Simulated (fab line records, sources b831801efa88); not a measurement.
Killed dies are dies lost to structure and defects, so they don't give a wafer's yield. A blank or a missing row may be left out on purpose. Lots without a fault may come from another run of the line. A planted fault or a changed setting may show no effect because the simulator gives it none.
fab line records | flow sky130
record lots=5 wafers=14 last_day=51
route steps=708 shown VIA4@648 METAL5@661 PAD_OPEN@708
lots that met no fault: from a run of the same line without faults
start_h: hours from the record's first day to the start of the lot's first wafer shown | wait_h: hours since the lot's step before | " the same as in the row above | L1.1+2: a row that stands for several wafers | - no value, or no start given | * or withheld: withheld | < > ~ a bound
route shown NAME@n: a module of which the file shows steps, and the number in the route of the first | usual: mean/standard deviation of fault-free wafers | same: alike in all rows | chamber/n: place in a boat | sites: the reading at each site | _std_site: their standard deviation | _edge_site: outer sites' mean less inner sites' | radius_mm: how far each site lies from the wafer's centre | mask NAME#n: copy n | behind: the tool/chamber that last shaped the wafer | hold: why the lot was held/for how many hours/how that ended | device: the transistor (n, p or np) that didn't switch | end of line: the same wafers' tests at the end of the route | a step without rows: its recipe alone | killed: dies lost to structure and defects at the first sort, not the wafer's yield | map: a wafer's dies, x killed, . not, _ none there
set.NAME: the setting as run; set.NAME@STEP: as run at that earlier step | model.NAME: the simulator's own value behind a step, which no gauge read
lots at some steps of the route; a table a step, a row a wafer
services: from which hour (start_h, from the record's first day; less than 0 if before it) a tool's chamber was out of use, for how many hours, and why
## steps
# step SKY_VIA4_PEB_09
# recipe temp_c=withheld time_s=* resist=NOVOLAK
# step SKY_VIA4_DEVELOP_10
# recipe resist=NOVOLAK developer=TMAH develop_time_s=60 dev_temp_c=23
# step SKY_VIA4_OVL_MEAS_11
# usual VIA4_OVL=0.7/1.4
# columns lot.wafer tool chamber start_h wait_h VIA4_OVL[nm]
L408.2 overlay-01 - 1040.77 0.1 0.0
L408.4 " - " " 0.5
L408.5 " - " " 0.8
L413.1 overlay-02 - 1071.10 0.1 2.3
L413.2 " - " " 0.5
L413.3 " - " " 1.3
L420.5 overlay-01 - 1121.03 0.0 0.7
L420.6 " - " " 1.3
L426.2 overlay-02 - 1149.22 0.1 -1.3
L426.4 " - " " 1.9
L426.5 " - " " 1.9
L425.1 overlay-01 - 1155.00 0.1 2.7
L425.5 " - " " 0.7
L425.6 " - " " 0.8
# step SKY_VIA4_ETCH_12
# recipe target=SiO2 chemistry=C4F8/O2/Ar stop_on=TiN mask_material=NOVOLAK source_w=1500 bias_w=1200 pressure_mtorr=40 c4f8_flow_sccm=withheld O2_flow_sccm=6 Ar_flow_sccm=300 time_s=withheld target_depth_a=5800
# usual bias_w=1200/3.2 oes_product_au=0.926/0.0049 rf_fwd_power_W=1492/5
# columns lot.wafer tool chamber start_h wait_h bias_w oes_product_au rf_fwd_power_W
L408.2 rie_diel-01 3 1040.80 0.0 1202 0.929 1501
L408.4 " 1 " " 1193 0.931 1492
L408.5 " 1 " " 1194 0.929 1493
L413.1 rie_diel-03 3 1071.14 0.0 1198 0.920 1492
L413.2 " 0 " " 1197 0.928 1493
L413.3 " 2 " " 1200 0.933 1496
L420.5 rie_diel-03 0 1121.07 0.0 1193 0.925 1487
L420.6 " 1 " " 1198 0.924 1495
L426.2 rie_diel-01 1 1149.25 0.0 1200 0.920 1488
L426.4 " 2 " " 1201 0.927 1487
L426.5 " 0 " " 1202 0.928 1490
L425.1 rie_diel-03 2 1155.04 0.0 1203 0.924 1501
L425.5 " 2 " " 1198 0.922 1501
L425.6 " 1 " " 1198 0.928 1488
# step SKY_VIA4_STRIP_13
# recipe chemistry=O2/N2 power_w=1400 pressure_mtorr=1500 platen_temp_c=withheld o2_flow_sccm=3000 n2_flow_sccm=300 overash_fraction=0.5
# usual drypump_motor_current_A=5.7/0.55 oes_product_au=0.710/0.0046 strip_time_to_endpoint_s=12.81/0.036
# columns lot.wafer tool chamber start_h wait_h drypump_motor_current_A oes_product_au rf_hours_counter_h strip_time_to_endpoint_s
L408.2 plasma_asher-01 0 1040.87 - 5.3 0.705 64 12.80
L408.4 " 1 " " 6.2 0.711 - 12.80
L408.5 " 0 " " 5.3 0.715 - 12.80
L413.1 plasma_asher-01 1 1071.21 - 6.2 0.714 67 12.90
L413.2 " 0 " " 5.4 0.702 67 12.87
L413.3 " 1 " " 6.2 0.714 - 12.83
L420.5 plasma_asher-03 1 1121.18 - 6.3 0.704 - 12.81
L420.6 " 0 " " 5.6 0.714 - 12.80
L426.2 plasma_asher-03 1 1149.32 - 6.2 0.707 102 12.87
L426.4 " 0 " " 5.6 0.712 - 12.82
L426.5 " 1 " " 6.3 0.700 - 12.79
L425.1 plasma_asher-03 1 1155.11 - 6.3 0.714 102 12.83
L425.5 " 1 " " 6.2 0.707 - 12.77
L425.6 " 0 " " 5.6 0.704 - 12.82
# step SKY_VIA4_STRIP_14
# recipe chemistry=post_etch_residue_remover time_s=1200 temp_c=72.5
# step SKY_VIA4_CLEAN_15
# recipe chemistry=IPA time_s=180 temp_c=25
# step SKY_VIA4_CLEAN_16
# recipe chemistry=O3/DIW dry=n2_spin
# step SKY_VIA4_SPUTTER_17
# recipe material=TiN target_thk_nm=20 chamber_pressure_pa=5 power_w=4000 time_s=80
# usual throttle_valve_pct=30.2/0.89
# columns lot.wafer tool chamber start_h wait_h throttle_valve_pct
L408.2 pvd_sputter-02 - 1041.51 0.0 28.7
L408.4 " - " " 30.5
L408.5 " - " " 30.4
L413.1 pvd_sputter-02 - 1071.81 0.0 29.6
L413.2 " - " " 29.8
L413.3 " - " " 30.3
L420.5 pvd_sputter-02 - 1121.77 0.0 30.1
L420.6 " - " " 28.6
L426.2 pvd_sputter-04 - 1150.01 0.0 29.7
L426.4 " - " " 30.8
L426.5 " - " " 30.0
L425.1 pvd_sputter-04 - 1155.70 0.0 30.5
L425.5 " - " " 30.2
L425.6 " - " " 29.6
# step SKY_VIA4_CVD_18
# recipe material=W target_thk_nm=505 time_s=152.14 temp_c=400 pressure_torr=40
# usual heater_power_w=885/94
# columns lot.wafer tool chamber start_h wait_h heater_power_w
L408.2 cvd_w-01 1 1041.57 0.0 900
L408.4 " 1 " " 920
L408.5 " 0 " " 989
L413.1 cvd_w-02 0 1071.87 0.0 755
L413.2 " 1 " " 895
L413.3 " 0 " " 751
L420.5 cvd_w-01 0 1121.90 0.1 975
L420.6 " 1 " " 895
L426.2 cvd_w-02 1 1150.07 0.0 916
L426.4 " 1 " " 915
L426.5 " 0 " " 736
L425.1 cvd_w-01 0 1155.76 0.0 1007
L425.5 " 1 " " 915
L425.6 " 0 " " 1004
# step SKY_VIA4_RS_MEAS_19
# recipe thk_meas_gauge=four-point-probe reads=W_of_VIA4_CVD_18+TiN_of_VIA4_SPUTTER_17
# usual VIA4_W_RS=0.2266/0.0024
# columns lot.wafer tool chamber start_h wait_h VIA4_W_RS[ohm/sq]
L408.2 film_metro-02 - 1041.74 0.1 0.2248
L408.4 " - " " 0.2237
L408.5 " - " " 0.2267
L413.1 film_metro-02 - 1072.02 0.1 0.2263
L413.2 " - " " 0.2258
L413.3 " - " " 0.2236
L420.5 film_metro-02 - 1122.04 0.1 0.2266
L420.6 " - " " 0.2273
L426.2 film_metro-01 - 1150.24 0.1 0.2273
L426.4 " - " " 0.2276
L426.5 " - " " 0.2244
L425.1 film_metro-01 - 1155.92 0.1 0.2320
L425.5 " - " " 0.2298
L425.6 " - " " 0.2284
# step SKY_VIA4_THK_MEAS_20
# recipe thk_meas_gauge=xrf reads=W_of_VIA4_CVD_18
# usual VIA4_W_THK=515/6.1
# columns lot.wafer tool chamber start_h wait_h VIA4_W_THK[nm]
L408.2 film_metro-02 - 1041.85 0.1 521
L408.4 " - " " 522
L408.5 " - " " 516
L413.1 film_metro-02 - 1072.14 0.1 520
L413.2 " - " " 523
L413.3 " - " " 524
L420.5 film_metro-02 - 1122.12 0.1 518
L420.6 " - " " 515
L426.2 film_metro-01 - 1150.35 0.1 512
L426.4 " - " " 511
L426.5 " - " " 516
L425.1 film_metro-01 - 1156.04 0.1 500
L425.5 " - " " 503
L425.6 " - " " 509
# step SKY_VIA4_CMP_21
# recipe stop_on=SiO2 t_overpolish_s=25 down_force_psi=3.5 platen_rpm=60 target_thk_nm=0 pad_velocity_m_s=0.94248
# usual motor_current_A=11.1/1.1 overpolish_run_s=25.000/0.0094 time_to_endpoint_s=123/5
# columns lot.wafer tool chamber start_h wait_h motor_current_A overpolish_run_s time_to_endpoint_s
L408.4 cmp-02 3 1041.95 0.1 13.7 24.997 128
L408.2 " 0 " " 10.7 24.996 123
L408.5 " 2 " " 11.1 25.020 116
L413.3 cmp-01 3 1072.20 0.0 9.6 25.000 128
L413.1 " 0 " " 10.5 24.989 118
L413.2 " 1 " " 10.8 24.985 124
L420.5 cmp-01 2 1122.34 0.2 10.8 25.005 128
L420.6 " 3 " " 9.8 0.045 191
L426.4 cmp-02 3 1150.50 0.1 12.5 25.002 125
L426.2 " 0 " " 11.1 25.014 116
L426.5 " 2 " " 11.0 24.997 118
L425.1 cmp-02 2 1156.10 0.1 10.8 25.013 112
L425.6 " 2 " " 11.2 25.016 111
L425.5 " 3 " " 13.3 25.014 124
# step SKY_METAL5_SPUTTER_00
# recipe material=Ti target_thk_nm=15 power_w=3000 time_s=10 chamber_pressure_pa=0.4
# usual throttle_valve_pct=29.4/0.84
# columns lot.wafer tool chamber start_h wait_h throttle_valve_pct
L408.2 pvd_sputter-04 - 1042.20 0.1 29.8
L408.4 " - " " 28.8
L408.5 " - " " 28.8
L413.1 pvd_sputter-03 - 1072.50 0.2 30.0
L413.2 " - " " 28.0
L413.3 " - " " 29.7
L420.5 pvd_sputter-04 - 1122.45 0.1 30.5
L426.2 pvd_sputter-03 - 1150.70 0.1 28.2
L426.4 " - " " 29.8
L426.5 " - " " 28.1
L425.1 pvd_sputter-03 - 1156.40 0.2 30.2
L425.5 " - " " 29.9
L425.6 " - " " 29.9
# step SKY_PAD_OPEN_PROBE_99
# usual defect_limited_yield=82.6/1.7 killed_at_M0_to_M3=43/7 killed_at_M4_up=3.1/1.5 killed_at_contacts=23/4.9 killed_at_front_end=16/3.9 killed_at_other=0.3/0.52 killed_dies=86/8.2 killed_on_rim=16/3.7 killed_open=47/6.1 killed_short=38/5.8 sort_bin_3_pad_short=0.8/0.41 sort_bin_5_function=10.2/1.3 sort_bin_6_memory=6.4/1.1 sort_n_pass=406/8.2 sort_yield_pct=82.6/1.7
# same gross_dies=492 killed_at_back_side=0 sort_bin_4_leakage[%]=0 sort_bin_8_speed[%]=0
# columns lot.wafer tool chamber start_h wait_h defect_limited_yield[%] killed_at_M0_to_M3 killed_at_M4_up killed_at_contacts killed_at_front_end killed_at_other killed_dies killed_on_rim killed_open killed_short sort_bin_3_pad_short[%] sort_bin_5_function[%] sort_bin_6_memory[%] sort_n_pass sort_yield_pct[%]
L420.6 prober-01 - 1185.97 0.2 0 52 411 20 9 0 492 96 46 38 83.3 10.8 5.9 0 0
L425.1 prober-01 - 1213.46 0.1 83.7 36 6 23 14 1 80 12 42 37 0.4 10.2 5.7 412 83.7
L425.5 prober-01 - 1213.66 0.2 81.5 43 3 30 15 0 91 10 57 34 0.2 10.6 7.7 401 81.5
L425.6 prober-01 - 1213.71 0.2 84.3 25 5 31 16 0 77 14 40 37 0.8 8.9 5.9 415 84.3
# killed by level:class
L420.6 VIA4:area_cmp=408 VIA3:geometric_particle:open=11 VIA1:geometric_particle:open=9 LI_CONTACT:geometric_particle:open=8 METAL1:geometric_particle:short=8 CONTACT:geometric_particle:open=6 METAL3:geometric_particle:short=6 FIELD_ISO:geometric_particle:short=5
L425.1 VIA1:geometric_particle:open=9 CONTACT:geometric_particle:open=7 VIA2:geometric_particle:open=7 CONTACT:geometric_particle:short=6 FIELD_ISO:geometric_particle:short=5 LI_CONTACT:geometric_particle:open=5 VIA1:geometric_particle:short=5 VIA2:geometric_particle:short=4
L425.5 CONTACT:geometric_particle:open=12 LI_CONTACT:geometric_particle:open=10 VIA1:geometric_particle:open=9 VIA3:geometric_particle:open=9 METAL1:geometric_particle:short=6 METAL2:geometric_particle:short=6 FIELD_ISO:geometric_particle:open=5 CONTACT:geometric_particle:short=4
L425.6 LI_CONTACT:geometric_particle:open=12 VIA1:geometric_particle:open=8 LOCAL_INTERCONNECT:geometric_particle:short=6 CONTACT:geometric_particle:open=6 CONTACT:geometric_particle:short=5 VIA2:geometric_particle:open=5 METAL4:geometric_particle:short=5 FIELD_ISO:geometric_particle:short=4
# map L420.6 (x killed, . not)
__________xxxxxxxxxx_________
________xxxxxxxxxxxxxx_______
______xxxxxxxxxxxxxxxxxx_____
_____xxxxxxxxxxxxxxxxxxxx____
____xxxxxxxxxxxxxxxxxxxxxx___
___xxxxxxxxxxxxxxxxxxxxxxxx__
__xxxxxxxxxxxxxxxxxxxxxxxxxx_
_xxxxxxxxxxxxxxxxxxxxxxxxxxxx
_xxxxxxxxxxxxxxxxxxxxxxxxxxxx
_xxxxxxxxxxxxxxxxxxxxxxxxxxxx
_xxxxxxxxxxxxxxxxxxxxxxxxxxxx
_xxxxxxxxxxxxxxxxxxxxxxxxxxxx
_xxxxxxxxxxxxxxxxxxxxxxxxxxxx
_xxxxxxxxxxxxxxxxxxxxxxxxxxxx
_xxxxxxxxxxxxxxxxxxxxxxxxxxxx
__xxxxxxxxxxxxxxxxxxxxxxxxxx_
___xxxxxxxxxxxxxxxxxxxxxxxx__
____xxxxxxxxxxxxxxxxxxxxxx___
_____xxxxxxxxxxxxxxxxxxxx____
______xxxxxxxxxxxxxxxxxx_____
________xxxxxxxxxxxxxx_______
__________xxxxxxxxxx_________
# map L413.2 (x killed, . not)
__________.......xx._________
________xx..x.x.....xx_______
______.x......xx........_____
_____..............x.....____
____.................xx...___
___..........x.....x...x...__
__........x............x...._
_.....x.x.......x...x.x.xx...
_......xx......x.......x.x...
_x......x.........xx..x......
_..x....x......x.......x.....
_....x...x.....x.x...x.......
_....x.....xx...x..xxx.xx....
_...x...x......xx.........x..
_....x......x.....x.......x.x
__.......xx...x.x..........._
___.x................x.....__
____..x........x..x.....xx___
_____.x...x...x..xx...x.x____
______................x._____
________...x..xx......_______
__________..x.....x._________
## services
# columns tool chamber start_h hours kind
pvd_sputter-03 - 1019.54 3.4 repair
rie_diel-03 0 1044.90 5.0 repair
rie_diel-03 - 1052.01 2.8 pm
rie_diel-01 - 1055.57 2.8 pm
rie_diel-01 3 1061.10 19.4 repair
cmp-02 - 1086.85 4.0 pm
cvd_w-02 0 1089.60 3.8 repair
cmp-02 - 1090.85 - consumable_replace:conditioner
cmp-02 - 1090.85 - consumable_replace:pad
cmp-01 - 1105.78 2.1 repair
cvd_w-02 1 1121.80 8.5 repair
cmp-01 - 1124.93 1.4 repair
pvd_sputter-03 - 1127.92 2.9 repair
rie_diel-03 1 1132.75 15.0 repair
cvd_w-01 0 1134.59 4.0 repair
rie_diel-03 3 1135.90 3.9 repair
cmp-01 - 1139.07 5.1 pm
cvd_w-02 - 1141.79 2.8 pm
rie_diel-01 3 1148.06 2.3 repair
rie_diel-03 0 1152.94 44.9 repair
## key
first_sign step=SKY_VIA4_CMP_21 reading=overpolish_run_s direction=down sigmas=99+ usual=25.000 struck=0.045
effect step=SKY_VIA4_CMP_21 reading=time_to_endpoint_s direction=up sigmas=14 usual=* struck=*
effect step=SKY_PAD_OPEN_PROBE_99 reading=killed_at_M4_up direction=up sigmas=99+ usual=3.1 struck=411
more_kills_born_at SKY_VIA4_CMP_21@cmp-01=408
met_at SKY_VIA4_CMP_21
struck_wafers L420.6
later_rows_left_out L420.6
onset_between 1072.20 1122.34
fault kind=process_parameter_drift tool=cmp-01 chamber=- onset_h=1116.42 steps=SKY_VIA4_CMP_21 channel=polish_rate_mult offset=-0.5 shape=step end_h=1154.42 scope=struck_wafers_only
# later_rows_left_out: the simulator's readings of these wafers behind a module that went badly wrong aren't trusted and aren't shown, but for the sort
